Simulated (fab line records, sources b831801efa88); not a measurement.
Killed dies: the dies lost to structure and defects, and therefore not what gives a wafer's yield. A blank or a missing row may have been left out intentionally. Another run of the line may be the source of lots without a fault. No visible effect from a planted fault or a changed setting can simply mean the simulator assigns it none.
Which of the tools did it? :: flow sky130 :: 14 lots with 42 wafers sampled at 3 steps, on a route of 708 steps

== WHAT THE GAUGES READ, wafer by wafer ==
SKY_VT_ADJUST_HVTR_TW_MEAS_11. Usual: VT_ADJUST_HVTR_TW gives 212.8 (standard deviation 2.6).
lot: L490
measured: day 9 21:47
on: film-metro-03
VT_ADJUST_HVTR_TW: 209.2 209.5 209.7
flag: 

lot: L491
measured: day 10 02:49
on: film-metro-03
VT_ADJUST_HVTR_TW: 210.0 210.0 210.2
flag: 

lot: L494
measured: day 11 05:02
on: film-metro-01
VT_ADJUST_HVTR_TW: 215.9 216.9 215.8
flag: 

lot: L495
measured: day 11 13:44
on: film-metro-02
VT_ADJUST_HVTR_TW: 212.3 212.6 212.2
flag: 

lot: L496
measured: day 11 17:53
on: film-metro-03
VT_ADJUST_HVTR_TW: 209.8 209.8 209.0
flag: 

lot: L497
measured: day 11 22:17
on: film-metro-03
VT_ADJUST_HVTR_TW: 210.1 209.5 208.5
flag: 

lot: L498
measured: day 12 07:10
on: film-metro-02
VT_ADJUST_HVTR_TW: 210.3 210.7 211.6
flag: 

lot: L501
measured: day 13 10:48
on: film-metro-03
VT_ADJUST_HVTR_TW: 210.1 209.8 208.3
flag: 

lot: L503
measured: day 14 02:38
on: film-metro-02
VT_ADJUST_HVTR_TW: 211.7 210.9 211.9
flag: 

lot: L504
measured: day 14 03:16
on: film-metro-01
VT_ADJUST_HVTR_TW: 213.5 213.8 214.2
flag: 

lot: L507
measured: day 14 20:07
on: film-metro-02
VT_ADJUST_HVTR_TW: 211.4 212.1 210.5
flag: 

lot: L509
measured: day 15 11:32
on: film-metro-01
VT_ADJUST_HVTR_TW: 214.5 213.2 216.1
flag: 

lot: L511
measured: day 16 01:47
on: film-metro-01
VT_ADJUST_HVTR_TW: 215.8 213.5 215.5
flag: 

lot: L512
measured: day 16 11:38
on: film-metro-02
VT_ADJUST_HVTR_TW: 211.3 211.7 209.9
flag: 

SKY_VT_ADJUST_PCH_TW_MEAS_10. Usual: VT_ADJUST_PCH_TW gives 144.2 (standard deviation 1.9).
lot: L490
measured: day 10 20:43
on: film-metro-01
VT_ADJUST_PCH_TW: 145.7 146.5 145.8
flag: 

lot: L491
measured: day 11 02:04
on: film-metro-01
VT_ADJUST_PCH_TW: 146.5 145.9 146.4
flag: 

lot: L494
measured: day 12 04:44
on: film-metro-04
VT_ADJUST_PCH_TW: 142.7 142.7 143.2
flag: 

lot: L495
measured: day 12 13:55
on: film-metro-01
VT_ADJUST_PCH_TW: 145.3 145.3 145.9
flag: 

lot: L496
measured: day 12 17:19
on: film-metro-02
VT_ADJUST_PCH_TW: 142.8 143.2 142.7
flag: 

lot: L497
measured: day 12 22:17
on: film-metro-02
VT_ADJUST_PCH_TW: 142.7 142.7 144.1
flag: 

lot: L498
measured: day 13 07:55
on: film-metro-02
VT_ADJUST_PCH_TW: 143.7 142.3 143.3
flag: 

lot: L501
measured: day 14 11:02
on: film-metro-04
VT_ADJUST_PCH_TW: 143.2 143.3 142.8
flag: 

lot: L503
measured: day 15 03:30
on: film-metro-04
VT_ADJUST_PCH_TW: 141.9 142.2 142.0
flag: 

lot: L504
measured: day 15 04:30
on: film-metro-02
VT_ADJUST_PCH_TW: 143.1 143.3 143.7
flag: 

lot: L507
measured: day 15 22:40
on: film-metro-01
VT_ADJUST_PCH_TW: 146.2 147.1 146.2
flag: 

lot: L509
measured: day 16 15:01
on: film-metro-04
VT_ADJUST_PCH_TW: 141.6 141.6 141.9
flag: 

lot: L511
measured: day 17 04:51
on: film-metro-02
VT_ADJUST_PCH_TW: 144.3 143.8 144.7
flag: 

lot: L512
measured: day 17 15:09
on: film-metro-01
VT_ADJUST_PCH_TW: 146.5 146.2 147.5
flag: 

SKY_LDD_N_OVL_MEAS_07. Usual: LDD_N_OVL gives -0.4 nm (standard deviation 1.2).
lot: L490
measured: day 18 04:46
on: overlay-02
LDD_N_OVL (nm): -0.4 -1.2 -0.5
flag: 

lot: L491
measured: day 19 01:07
on: overlay-01
LDD_N_OVL (nm): -0.2 -1.0 -0.2
flag: 

lot: L494
measured: day 20 02:46
on: overlay-02
LDD_N_OVL (nm): -2.1 -2.7 -2.5
flag: 

lot: L495
measured: day 20 12:23
on: overlay-02
LDD_N_OVL (nm): 1.0 2.1 1.9
flag: 

lot: L496
measured: day 20 10:31
on: overlay-02
LDD_N_OVL (nm): -2.0 -1.8 -1.2
flag: 

lot: L497
measured: day 20 21:11
on: overlay-02
LDD_N_OVL (nm): -1.7 -0.1 -0.9
flag: 

lot: L498
measured: day 21 06:55
on: overlay-02
LDD_N_OVL (nm): -1.4 -0.1 -1.0
flag: 

lot: L501
measured: day 22 06:34
on: overlay-02
LDD_N_OVL (nm): 0.0 -0.8 -1.1
flag: 

lot: L503
measured: day 23 08:16
on: overlay-02
LDD_N_OVL (nm): -1.2 -0.8 -0.7
flag: 

lot: L504
measured: day 23 09:34
on: overlay-01
LDD_N_OVL (nm): -1.2 -0.8 -0.8
flag: 

lot: L507
measured: day 24 01:17
on: overlay-01
LDD_N_OVL (nm): 1.2 2.0 -0.1
flag: 

lot: L509
measured: day 24 19:35
on: overlay-02
LDD_N_OVL (nm): -0.7 1.7 -0.1
flag: 

lot: L511
measured: day 25 04:10
on: overlay-02
LDD_N_OVL (nm): -1.0 -1.5 -0.6
flag: 

lot: L512
measured: day 25 16:19
on: overlay-02
LDD_N_OVL (nm): 0.5 0.3 0.2
flag: 

== TOOL THAT RAN EACH LOT (tool first, then ch and the chambers of the sampled wafers, then the start) ==
There is no process step in the record ahead of these readings.

== AS READ BY THE TOOLS THEMSELVES (means over the sampled wafers that have a number; for cases with no such wafer, the mark the record gives instead) ==
The record holds no such reading with a usual standard deviation.

== THE ANSWER, worked out from the rows above alone ==
Rule: lot off if the mean of its wafers having a number is beyond 3 standard deviations from the usual mean. A lot without any number at a reading at which 4 lots or more have one is off too. All remaining lots with rows at the step are treated as sound. First the gauges in route order, then the tools' own readings, where a lot's mean is used as printed above. At the first step where some lot is off, the reading lying furthest off is the one used; lots without a number count as furthest.
No lot is off at any reading shown: from this, nothing can be told.

== WHAT HAD BEEN PUT IN BY THE SIMULATOR ==
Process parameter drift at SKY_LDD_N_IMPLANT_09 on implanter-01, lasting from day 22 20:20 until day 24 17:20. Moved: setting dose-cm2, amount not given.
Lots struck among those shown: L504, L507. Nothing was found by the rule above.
